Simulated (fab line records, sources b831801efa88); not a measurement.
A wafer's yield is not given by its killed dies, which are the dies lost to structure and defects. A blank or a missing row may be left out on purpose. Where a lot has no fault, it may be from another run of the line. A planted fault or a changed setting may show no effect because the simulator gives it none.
Which tool is to blame?	flow sky130	15 lots with 45 wafers sampled at 4 steps, on a route of 708 steps

## WHAT THE GAUGES READ, wafer by wafer
Not one reading of a measure or inspect step in the record can be checked against a usual standard deviation.

## TOOL THAT RAN EACH LOT (tool first, then ch and the chambers of the sampled wafers, then the start)
lot	SKY_METAL4_SPUTTER_04	SKY_CAP2M_METAL_ETCH_13	SKY_METAL4_DESCUM_15	SKY_METAL5_SPUTTER_00
L353	pvd sputter-01, day 39 20:56	rie metal-03 ch 1, day 40 20:40	rie metal-02 ch 0,1, day 41 21:29	pvd sputter-04, day 42 23:23
L354	pvd sputter-01, day 40 09:34	rie metal-04 ch 0,1, day 41 09:55	rie metal-04 ch 0,1, day 42 10:19	pvd sputter-01, day 43 12:21
L355	pvd sputter-01, day 40 16:10	rie metal-04 ch 0,1, day 41 16:47	rie metal-02 ch 0,1, day 42 17:43	pvd sputter-04, day 43 18:36
L357	pvd sputter-03, day 41 21:20	rie metal-02 ch 0,1, day 42 21:43	rie metal-01 ch 0,1, day 43 21:20	pvd sputter-04, day 44 22:26
L358	pvd sputter-03, day 41 22:47	rie metal-03 ch 0, day 42 21:52	rie metal-02 ch 0,1, day 43 21:44	pvd sputter-01, day 44 22:33
L360	pvd sputter-01, day 42 02:58	rie metal-02 ch 0,1, day 43 02:05	rie metal-04 ch 0,1, day 44 02:19	pvd sputter-04, day 45 01:54
L361	pvd sputter-02, day 42 10:56	rie metal-02 ch 0,1, day 43 09:49	rie metal-01 ch 0,1, day 44 09:01	pvd sputter-02, day 45 08:31
L362	pvd sputter-03, day 42 19:00	rie metal-02 ch 0,1, day 43 17:31	rie metal-01 ch 0,1, day 44 15:20	pvd sputter-04, day 45 15:55
L363	pvd sputter-02, day 43 00:28	rie metal-03 ch 0,1, day 43 23:52	rie metal-04 ch 0,1, day 44 22:14	pvd sputter-01, day 45 23:06
L365	pvd sputter-03, day 43 18:47	rie metal-04 ch 0,1, day 44 21:28	rie metal-02 ch 0,1, day 45 20:07	pvd sputter-04, day 46 19:41
L366	pvd sputter-03, day 43 23:48	rie metal-02 ch 0,1, day 44 21:46	rie metal-04 ch 0,1, day 45 20:49	pvd sputter-01, day 46 20:11
L367	pvd sputter-03, day 44 03:28	rie metal-03 ch 0,1, day 44 23:49	rie metal-01 ch 0,1, day 45 22:10	pvd sputter-02, day 46 21:29
L373	pvd sputter-02, day 45 13:44	rie metal-03 ch 0,1, day 46 10:32	rie metal-02 ch 0,1, day 47 07:24	pvd sputter-01, day 48 04:14
L374	pvd sputter-01, day 45 21:31	rie metal-02 ch 0,1, day 46 18:28	rie metal-02 ch 0,1, day 47 15:53	pvd sputter-01, day 48 14:55
L375	pvd sputter-01, day 46 01:16	rie metal-04 ch 0,1, day 46 22:14	rie metal-04 ch 0,1, day 47 19:17	pvd sputter-02, day 48 18:45
- SKY_METAL4_SPUTTER_04: material TiN, target thk 70 nm, time 58.3 s.
- SKY_CAP2M_METAL_ETCH_13: etches TiN in Cl2/BCl3, stops on SiO2, target depth 220 nm, time 62.9 s.
- SKY_METAL4_DESCUM_15: chemistry O2, time 8 s.
- SKY_METAL5_SPUTTER_00: material Ti, target thk 15 nm, time 10 s.

## WHAT THE TOOLS THEMSELVES READ (means of the sampled wafers that have a number; where no wafer has one, the mark that the record gives instead)
SKY_METAL4_SPUTTER_04. Usual: cathode dc power W 6500.0 W, standard deviation 1.1; chamber pressure pa 0.3998 Pa, standard deviation 0.00081; throttle valve pct 29.9 %, standard deviation 1.1.
lot	tool	cathode dc power W (W)	chamber pressure pa (Pa)	throttle valve pct (%)	flag
L353	pvd sputter-01	6499.9	0.3997	29.8	
L354	pvd sputter-01	6500.1	0.3994	29.3	
L355	pvd sputter-01	6500.3	0.3996	29.9	
L357	pvd sputter-03	6501.1	0.3994	29.5	
L358	pvd sputter-03	6500.0	0.4004	29.6	
L360	pvd sputter-01	6500.7	0.3995	29.6	
L361	pvd sputter-02	6501.0	0.3997	29.7	
L362	pvd sputter-03	6500.1	0.4003	29.6	
L363	pvd sputter-02	6500.4	0.3999	29.5	
L365	pvd sputter-03	6500.5	0.4000	29.7	
L366	pvd sputter-03	6499.5	0.3987	29.8	
L367	pvd sputter-03	6499.4	0.4001	29.8	
L373	pvd sputter-02	6500.2	0.3997	30.4	
L374	pvd sputter-01	6499.9	0.4002	29.5	
L375	pvd sputter-01	6499.6	0.4001	30.3	

SKY_CAP2M_METAL_ETCH_13. Usual: chamber pressure mTorr 10.000 mTorr, standard deviation 0.0092; drypump motor current A 5.7 A, standard deviation 0.49; he backside leak sccm 3.38 sccm, standard deviation 0.2; oes product au 0.938 a.u., standard deviation 0.0068; throttle valve pct 21.903 %, standard deviation 0.0099.
lot	tool	chamber pressure mTorr (mTorr)	drypump motor current A (A)	he backside leak sccm (sccm)	oes product au (a.u.)	throttle valve pct (%)	flag
L353	rie metal-03	10.006	5.1	3.25	0.940	21.898	
L354	rie metal-04	10.000	5.8	3.26	0.940	21.906	
L355	rie metal-04	9.994	5.9	3.30	0.940	21.905	
L357	rie metal-02	10.003	5.9	3.40	0.939	21.905	
L358	rie metal-03	9.997	5.8	3.45	0.942	21.895	
L360	rie metal-02	10.002	6.0	3.47	0.951	21.900	
L361	rie metal-02	9.996	5.9	3.46	0.947	21.910	
L362	rie metal-02	9.995	5.9	3.49	0.936	21.913	
L363	rie metal-03	10.005	5.3	3.29	0.940	21.906	
L365	rie metal-04	9.995	5.9	3.29	0.939	21.899	
L366	rie metal-02	10.005	6.0	3.47	0.933	21.907	
L367	rie metal-03	10.006	5.6	3.26	0.934	21.902	
L373	rie metal-03	10.007	5.3	3.28	0.937	21.906	
L374	rie metal-02	10.004	5.9	3.40	0.941	21.899	
L375	rie metal-04	9.989	5.3	3.31	0.939	21.897	

SKY_METAL4_DESCUM_15. Usual: chamber pressure mTorr 9.999 mTorr, standard deviation 0.0092; drypump motor current A 5.8 A, standard deviation 0.55; he backside leak sccm 3.44 sccm, standard deviation 0.21; oes product au 1.002 a.u., standard deviation 0.0069.
lot	tool	chamber pressure mTorr (mTorr)	drypump motor current A (A)	he backside leak sccm (sccm)	oes product au (a.u.)	flag
L353	rie metal-02	10.012	6.0	3.49	0.993	
L354	rie metal-04	10.003	5.3	3.83	0.998	
L355	rie metal-02	9.996	5.9	3.33	1.004	
L357	rie metal-01	9.997	5.5	3.50	1.002	
L358	rie metal-02	9.994	6.0	3.51	1.002	
L360	rie metal-04	9.998	5.3	3.30	1.000	
L361	rie metal-01	9.990	5.8	3.38	1.005	
L362	rie metal-01	10.006	5.8	3.45	1.006	
L363	rie metal-04	9.999	5.3	3.32	1.011	
L365	rie metal-02	9.996	6.0	3.40	0.994	
L366	rie metal-04	10.003	5.8	3.18	1.006	
L367	rie metal-01	9.997	5.8	3.35	0.994	
L373	rie metal-02	10.003	5.9	3.55	1.005	
L374	rie metal-02	10.008	5.9	3.41	0.997	
L375	rie metal-04	9.997	5.3	3.33	0.999	

SKY_METAL5_SPUTTER_00. Usual: cathode dc power W 2999.9 W, standard deviation 0.49; chamber pressure pa 0.4001 Pa, standard deviation 0.00088; throttle valve pct 29.9 %, standard deviation 1.2.
lot	tool	cathode dc power W (W)	chamber pressure pa (Pa)	throttle valve pct (%)	flag
L353	pvd sputter-04	2999.9	0.4014	29.1	
L354	pvd sputter-01	3000.1	0.3998	29.6	
L355	pvd sputter-04	3000.4	0.4001	29.6	
L357	pvd sputter-04	3000.2	0.3999	29.4	
L358	pvd sputter-01	2999.7	0.4000	29.6	
L360	pvd sputter-04	3000.0	0.4001	29.0	
L361	pvd sputter-02	2999.8	0.4012	29.9	
L362	pvd sputter-04	3000.4	0.4005	29.5	
L363	pvd sputter-01	3000.3	0.4001	30.1	
L365	pvd sputter-04	3000.0	0.4004	30.1	
L366	pvd sputter-01	3000.1	0.4006	30.0	
L367	pvd sputter-02	3000.2	0.4005	30.4	
L373	pvd sputter-01	-	-	-	OFF
L374	pvd sputter-01	-	-	-	OFF
L375	pvd sputter-02	-	-	-	OFF

## THE ANSWER, worked out from the rows above alone
Rule: a lot is off if the mean of its wafers that have a number lies more than 3 standard deviations from the usual mean. A lot without any number at a reading at which 4 lots or more have one is off too. Where the step has rows for the other lots, those lots are counted as sound. After the gauges, taken in route order, come the tools' own readings; for these a lot's mean is taken, as printed above. At the first step where some lot is off, the reading lying furthest off is the one used; lots without a number count as furthest.
Off: L373, L374, L375, at SKY_METAL5_SPUTTER_00 (cathode dc power W). Without a number there: L373, L374, L375.
If a tool, at that step or one of the process steps before it, ran each lot that is off and ran no sound lot following the first of them, it fits. Not one of the candidates tried fits.

## WHAT THE SIMULATOR HAD PUT IN
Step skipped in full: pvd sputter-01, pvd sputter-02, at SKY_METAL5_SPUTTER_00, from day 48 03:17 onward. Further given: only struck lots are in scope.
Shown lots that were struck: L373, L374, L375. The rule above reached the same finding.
